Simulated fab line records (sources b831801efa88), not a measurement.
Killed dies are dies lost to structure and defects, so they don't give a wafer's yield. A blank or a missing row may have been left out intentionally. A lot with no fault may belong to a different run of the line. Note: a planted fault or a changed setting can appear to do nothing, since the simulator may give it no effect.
fab line records    flow sky130
record lots=6  wafers=18  lastDay=49
route steps=708 shown SD_N@344 PAD_OPEN@708
lots with no fault: from the same line, run without faults
startH: hours from the record's opening day to when the first of the lot's shown wafers began    waitH: hours since the lot's step before    " identical to the entry in the row above    L1.1+2: a single row standing in for several wafers    - no value, or no start was given    * or withheld: withheld    < > ~ a bound
route shown NAME@n: names a module that has steps shown in the file, with the first one's number in the route    usual: mean/standard deviation taken from wafers without a fault    same: alike in all rows    chamber/n: place in a boat    sites: per-site readings    _std_site: how widely they spread, as a standard deviation    _edge_site: the outer-site mean with the inner-site mean subtracted    radiusMm: for every site, how far away it sits from the centre of the wafer    mask NAME#n: copy n    behind: the tool/chamber that last shaped the wafer    hold: cause of the lot's hold/its duration in hours/its outcome    device: which transistor (n, p or np) failed to switch    end of line: the same wafers' tests at the end of the route    a step without rows: its recipe alone    killed: not the wafer's yield, but the dies lost to structure and defects at the first sort    map: a wafer's dies, x killed, . not, _ none there
set.NAME: the setting that was run; set.NAME@STEP: the one run at that earlier step    model.NAME: the simulator's own value behind a step, which no gauge read
lots at some steps of the route; a table a step, a row a wafer
services: a tool's chamber out of use, with start hour (startH, from the record's first day; less than 0 if before it), hours out, and reason
## steps
# step SKY_SD_N_COAT_02
# recipe resist=NOVOLAK  spinRpm=3000  resistThkNm=1140
# step SKY_SD_N_SOFTBAKE_03
# recipe tempC=90  timeS=60  resist=NOVOLAK
# step SKY_SD_N_EXPOSE_04
# recipe maskId=NSDM  na=0.6  sourceShape=conventional  sigmaOuter=0.6  polarization=unpolarized  targetCdNm=380  doseMj=141
# step SKY_SD_N_PEB_05
# recipe tempC=withheld  timeS=*  resist=NOVOLAK
# step SKY_SD_N_DEVELOP_06
# recipe resist=NOVOLAK  developer=TMAH  developTimeS=60  devTempC=23
# step SKY_SD_N_CD_MEAS_07
# recipe targetCdNm=380
# usual cdNm=380.1/2.1
lot.wafer  tool      chamber  startH  waitH  cdNm
L265.2     cdSem-01  -        652.56  0.1    378.5
L265.5     "         -        "       "      378.2
L265.6     "         -        "       "      378.3
L273.1     cdSem-02  -        732.88  0.1    381.3
L273.3     "         -        "       "      377.2
L273.6     "         -        "       "      382.6
L277.3     cdSem-01  -        751.52  0.1    380.0
L277.4     "         -        "       "      380.7
L277.5     "         -        "       "      380.2
L279.1     cdSem-01  -        761.53  0.1    378.7
L279.2     "         -        "       "      378.7
L279.5     "         -        "       "      380.5
L284.3     cdSem-01  -        805.02  0.1    383.7
L284.4     "         -        "       "      381.3
L284.5     "         -        "       "      383.2
L286.1     cdSem-01  -        809.33  0.1    377.5
L286.3     "         -        "       "      377.6
L286.6     "         -        "       "      377.6
# step SKY_SD_N_OVL_MEAS_08
# usual SD_N_OVL=0.6/1.3
lot.wafer  tool        chamber  startH  waitH  SD_N_OVL[nm]
L265.2     overlay-01  -        652.66  0.1    0.4
L265.5     "           -        "       "      1.0
L265.6     "           -        "       "      -1.0
L273.1     overlay-02  -        733.00  0.1    2.3
L273.3     "           -        "       "      -1.0
L273.6     "           -        "       "      2.8
L277.3     overlay-01  -        751.62  0.1    1.2
L277.4     "           -        "       "      1.1
L277.5     "           -        "       "      0.0
L279.1     overlay-01  -        761.65  0.1    1.4
L279.2     "           -        "       "      -0.3
L279.5     "           -        "       "      0.3
L284.3     overlay-02  -        805.12  0.1    0.6
L284.4     "           -        "       "      2.2
L284.5     "           -        "       "      2.6
L286.1     overlay-01  -        809.45  0.1    -0.2
L286.3     "           -        "       "      0.5
L286.6     "           -        "       "      -1.5
# step SKY_SD_N_IMPLANT_09
# recipe species=As  energyKev=50.81  doseCm2=4e+15  tiltDeg=0
# step SKY_SD_N_IMPLANT_10
# recipe species=P  energyKev=20  doseCm2=1e+14  tiltDeg=0
# step SKY_SD_N_STRIP_11
# recipe chemistry=O2/N2  powerW=1400  pressureMtorr=1500  platenTempC=withheld  o2FlowSccm=3000  n2FlowSccm=300  overashFraction=0.5
# usual drypumpMotorCurrentA=5.7/0.58  n2FlowSccm=300.0/0.94  oesProductAu=0.525/0.0045  stripTimeToEndpointS=22.69/0.037
lot.wafer  tool            chamber  startH  waitH  drypumpMotorCurrentA  n2FlowSccm  oesProductAu  rfHoursCounterH  stripTimeToEndpointS
L265.2     plasmaAsher-03  1        652.99  0.1    5.4                   300.1       0.524         23               22.67
L265.5     "               1        "       "      5.5                   299.3       0.523         -                22.62
L265.6     "               0        "       "      5.8                   299.4       0.529         -                22.66
L273.1     plasmaAsher-01  0        733.34  0.1    5.3                   299.5       0.522         59               22.70
L273.3     "               1        "       "      6.2                   301.7       0.532         -                22.70
L273.6     "               0        "       "      5.2                   299.0       0.530         -                22.68
L277.3     plasmaAsher-01  0        751.97  0.1    5.2                   300.0       0.527         -                22.68
L277.4     "               1        "       "      6.2                   299.7       0.529         -                22.69
L277.5     "               0        "       "      5.2                   300.2       0.531         -                22.73
L279.1     plasmaAsher-01  1        761.99  0.1    6.2                   298.9       0.517         62               22.68
L279.2     "               0        "       "      5.2                   298.5       0.527         62               22.71
L279.5     "               1        "       "      6.2                   300.2       0.520         -                22.65
L284.3     plasmaAsher-03  0        805.47  0.1    5.8                   300.2       0.519         -                22.69
L284.4     "               1        "       "      5.4                   301.7       0.530         -                22.71
L284.5     "               0        "       "      5.8                   300.6       0.529         -                22.68
L286.1     plasmaAsher-01  1        809.79  0.1    6.2                   300.6       0.520         67               22.73
L286.3     "               0        "       "      5.2                   298.9       0.528         -                22.72
L286.6     "               0        "       "      5.2                   299.5       0.523         -                22.72
# step SKY_SD_N_TW_MEAS_12
# usual SD_N_TW=3972/23
lot.wafer  tool          chamber  startH  waitH  SD_N_TW
L265.2     filmMetro-01  -        653.10  0.1    4002
L265.5     "             -        "       "      3996
L265.6     "             -        "       "      3980
L273.1     filmMetro-02  -        733.44  0.1    3967
L273.3     "             -        "       "      3958
L273.6     "             -        "       "      3974
L277.3     filmMetro-02  -        752.06  0.1    3969
L277.4     "             -        "       "      3970
L277.5     "             -        "       "      3972
L279.1     filmMetro-04  -        762.09  0.1    3929
L279.2     "             -        "       "      3918
L279.5     "             -        "       "      3931
L284.3     filmMetro-02  -        805.56  0.1    3976
L284.4     "             -        "       "      3966
L284.5     "             -        "       "      3994
L286.1     filmMetro-04  -        809.89  0.1    3943
L286.3     "             -        "       "      3948
L286.6     "             -        "       "      3930
# step SKY_SD_N_CLEAN_13
# recipe chemistry=SC1/SC2  mix=1:4:20  tempC=70  timeS=150  dry=n2Spin
# step SKY_SD_N_RTA_14
# recipe tempC=1075  timeS=2  idleTempC=650  rampUpCPerS=150  rampDownCPerS=90  ambient=N2
# usual lampPowerPct=15.73/0.049  rampDownCPerS=90.001/0.015  wafer_temp_C_max=1078.1/1.3
lot.wafer  tool          chamber  startH  waitH  lampPowerPct  rampDownCPerS  wafer_temp_C_max
L265.2     rtpAnneal-01  0        653.21  0.0    15.82         89.976         1077.6
L265.5     "             0        "       "      15.75         90.027         1078.7
L265.6     "             0        "       "      15.70         90.004         1076.6
L273.1     rtpAnneal-02  0        733.55  0.0    15.64         90.001         1078.6
L273.3     "             0        "       "      15.72         90.015         1076.7
L273.6     "             0        "       "      15.77         90.029         1077.8
L277.3     rtpAnneal-01  0        752.17  0.0    15.71         35.990         1076.1
L277.4     "             0        "       "      15.77         36.006         1077.8
L277.5     "             0        "       "      15.70         36.017         1079.7
L279.1     rtpAnneal-01  0        762.20  0.0    15.68         35.997         1078.5
L279.2     "             0        "       "      15.76         35.994         1079.1
L279.5     "             0        "       "      15.78         36.001         1079.1
L284.3     rtpAnneal-02  0        805.67  0.0    15.71         90.014         1076.9
L284.4     "             0        "       "      15.71         90.008         1076.5
L284.5     "             0        "       "      15.78         89.997         1080.0
L286.1     rtpAnneal-02  0        810.00  0.0    15.68         90.006         1080.0
L286.3     "             0        "       "      15.76         90.017         1077.4
L286.6     "             0        "       "      15.73         90.020         1078.1
# step SKY_PAD_OPEN_PROBE_99
# usual killed_at_M0_to_M3=44/6.6  killed_at_M4_up=2.9/1.8  killedAtContacts=24/4.8  killedAtFrontEnd=15/4.5  killedAtOther=0.3/0.64  killedDies=86/8.7  killedOpen=47/6.5  killedShort=39/5.8
# same grossDies=492  killedAtBackSide=0
lot.wafer  tool       chamber  startH   waitH  killed_at_M0_to_M3  killed_at_M4_up  killedAtContacts  killedAtFrontEnd  killedAtOther  killedDies  killedOpen  killedShort  model.etest.resXhighPo.lineOhmUm  model.etest.resXhighPo.rsOhmSq  model.etest.resPdiff.lineOhmUm  model.etest.resHighPo.lineOhmUm  model.etest.liconPdiff.rcOhm  model.etest.liconHighPo.rcOhm  model.etest.resHighPo.rsOhmSq  model.etest.pfet_01v8.driveUaUm
L273.1     prober-01  -        1139.22  0.1    42                  0                21                12                1              76          43          33           5685                              2025                            1384                            728                              606.2                         354.9                          261                            177
L273.3     prober-01  -        1139.32  0.2    43                  2                21                21                1              88          38          50           5646                              1978                            1317                            737.2                            605                           364.4                          261.7                          184.3
L273.6     prober-01  -        1139.47  0.2    49                  7                31                12                0              99          49          50           5534                              1961                            1348                            733.5                            637.9                         359.9                          256                            184.8
L277.3     prober-02  -        1149.18  0.2    44                  0                19                20                0              83          47          35           5013                              1776                            1335                            692.7                            618.9                         312.8                          246                            197.4
L277.4     prober-02  -        1149.23  0.2    43                  2                21                12                0              78          52          25           5287                              1831                            1304                            730.3                            629.6                         328.2                          251.8                          203.7
L277.5     prober-02  -        1149.28  0.2    40                  1                29                14                0              84          51          32           5146                              1784                            1266                            717.1                            626.8                         325.1                          249.2                          205.1
L279.1     prober-02  -        1159.57  0.1    46                  2                25                11                1              85          41          43           5133                              1799                            1342                            704                              626.1                         336.1                          251.2                          207.7
L279.2     prober-02  -        1159.62  0.1    41                  1                20                25                0              87          45          42           5075                              1795                            1344                            721.5                            647.7                         322                            252.6                          206.7
L279.5     prober-02  -        1159.77  0.2    48                  5                19                12                0              84          45          39           5223                              1774                            1329                            723.8                            625.3                         329.1                          246.9                          214.6
L284.3     prober-01  -        1181.90  0.2    42                  3                29                21                0              95          54          41           5724                              1980                            1388                            741.8                            591.9                         350.4                          257.4                          196.4
L284.4     prober-01  -        1181.95  0.2    38                  1                19                19                1              78          47          31           5556                              1912                            1377                            719.4                            587.1                         328.6                          249.4                          207.6
L284.5     prober-01  -        1182.00  0.2    45                  1                27                14                0              87          46          41           5374                              1885                            1318                            708                              573.3                         338.5                          249.6                          193.3
# killed by level:class
L273.1 VIA1:geometricParticle:open=10 CONTACT:geometricParticle:open=8 VIA2:geometricParticle:open=7 LI_CONTACT:geometricParticle:open=6 METAL1:geometricParticle:short=5 POLY_GATE:geometricParticle:open=4 CONTACT:geometricParticle:short=4 VIA1:geometricParticle:short=4
L273.3 VIA1:geometricParticle:open=13 CONTACT:geometricParticle:open=8 POLY_GATE:geometricParticle:short=6 FIELD_ISO:geometricParticle:short=5 VIA1:geometricParticle:short=5 METAL2:geometricParticle:short=5 VIA3:geometricParticle:short=5 LI_CONTACT:geometricParticle:open=4
L273.6 CONTACT:geometricParticle:open=11 VIA1:geometricParticle:open=11 LI_CONTACT:geometricParticle:open=8 METAL1:geometricParticle:short=7 METAL4:geometricParticle:short=7 VIA1:geometricParticle:short=6 VIA2:geometricParticle:short=6 CONTACT:geometricParticle:short=5
L277.3 VIA1:geometricParticle:open=8 VIA1:geometricParticle:short=7 VIA2:geometricParticle:open=7 LI_CONTACT:geometricParticle:open=6 CONTACT:geometricParticle:open=6 METAL1:geometricParticle:short=6 VIA3:geometricParticle:open=5 POLY_GATE:geometricParticle:open=4
L277.4 VIA1:geometricParticle:open=17 LI_CONTACT:geometricParticle:open=10 CONTACT:geometricParticle:open=7 VIA3:geometricParticle:open=6 METAL1:geometricParticle:short=5 VIA2:geometricParticle:open=4 POLY_GATE:geometricParticle:short=3 METAL1:geometricParticle:open=3
L277.5 CONTACT:geometricParticle:open=9 LI_CONTACT:geometricParticle:open=8 VIA1:geometricParticle:open=8 VIA3:geometricParticle:open=7 VIA1:geometricParticle:short=5 METAL2:geometricParticle:short=5 POLY_GATE:geometricParticle:open=4 LOCAL_INTERCONNECT:geometricParticle:short=4
L279.1 LI_CONTACT:geometricParticle:open=10 METAL2:geometricParticle:short=8 VIA3:geometricParticle:open=8 CONTACT:geometricParticle:open=7 VIA3:geometricParticle:short=7 VIA1:geometricParticle:short=5 VIA1:geometricParticle:open=5 VIA2:geometricParticle:open=5
L279.2 VIA3:geometricParticle:open=9 FIELD_ISO:geometricParticle:short=7 VIA2:geometricParticle:open=7 LI_CONTACT:geometricParticle:open=6 LOCAL_INTERCONNECT:geometricParticle:short=6 METAL1:geometricParticle:short=6 VIA1:geometricParticle:open=6 FIELD_ISO:geometricParticle:open=5
L279.5 VIA1:geometricParticle:open=10 LI_CONTACT:geometricParticle:open=7 METAL1:geometricParticle:short=7 POLY_GATE:geometricParticle:open=6 VIA2:geometricParticle:open=6 VIA3:geometricParticle:short=6 METAL2:geometricParticle:short=6 CONTACT:geometricParticle:open=5
L284.3 VIA1:geometricParticle:open=10 CONTACT:geometricParticle:open=9 LI_CONTACT:geometricParticle:open=8 VIA3:geometricParticle:open=8 POLY_GATE:geometricParticle:open=6 LOCAL_INTERCONNECT:geometricParticle:short=6 CONTACT:geometricParticle:short=6 FIELD_ISO:geometricParticle:open=5
L284.4 VIA1:geometricParticle:open=12 FIELD_ISO:geometricParticle:open=6 VIA2:geometricParticle:open=6 VIA3:geometricParticle:open=6 FIELD_ISO:geometricParticle:short=5 LOCAL_INTERCONNECT:geometricParticle:short=4 LI_CONTACT:geometricParticle:open=4 LI_CONTACT:geometricParticle:short=4
L284.5 VIA1:geometricParticle:open=11 VIA2:geometricParticle:open=9 CONTACT:geometricParticle:short=8 LI_CONTACT:geometricParticle:open=6 LOCAL_INTERCONNECT:geometricParticle:short=6 VIA3:geometricParticle:open=6 VIA2:geometricParticle:short=6 LI_CONTACT:geometricParticle:short=4
## services
tool            chamber  startH  hours  kind
plasmaAsher-01  -        667.50  5.7    repair
rtpAnneal-01    -        702.02  0.8    repair
plasmaAsher-01  -        800.76  2.8    pm
## key
firstSign step=SKY_SD_N_RTA_14  reading=rampDownCPerS  direction=down  sigmas=99+  usual=90.001  struck=36.001
effect none on later readings
modelEffect step=SKY_PAD_OPEN_PROBE_99  value=etest.resXhighPo.lineOhmUm  without=5670  struck=5146
metAt SKY_SD_N_RTA_14
struckWafers L277.3,L277.4,L277.5,L279.1,L279.2,L279.5
testerLeftOut L277,L279
onsetBetween 653.21 752.17
fault kind=processParameterDrift  tool=rtpAnneal-01  chamber=-  onsetH=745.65  steps=SKY_SD_N_RTA_14  channel=rampDownCPerS  offset=-54  shape=step  endH=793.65  actsIn=theseRecipesOnly  stated=90
# testerLeftOut: of these lots the tester's yield and bins aren't shown, on N5 and GAA mostly nor the transistor test; their killed dies are dies lost to structure and defects alone, not to doping, threshold or leakage, so they don't give the yield
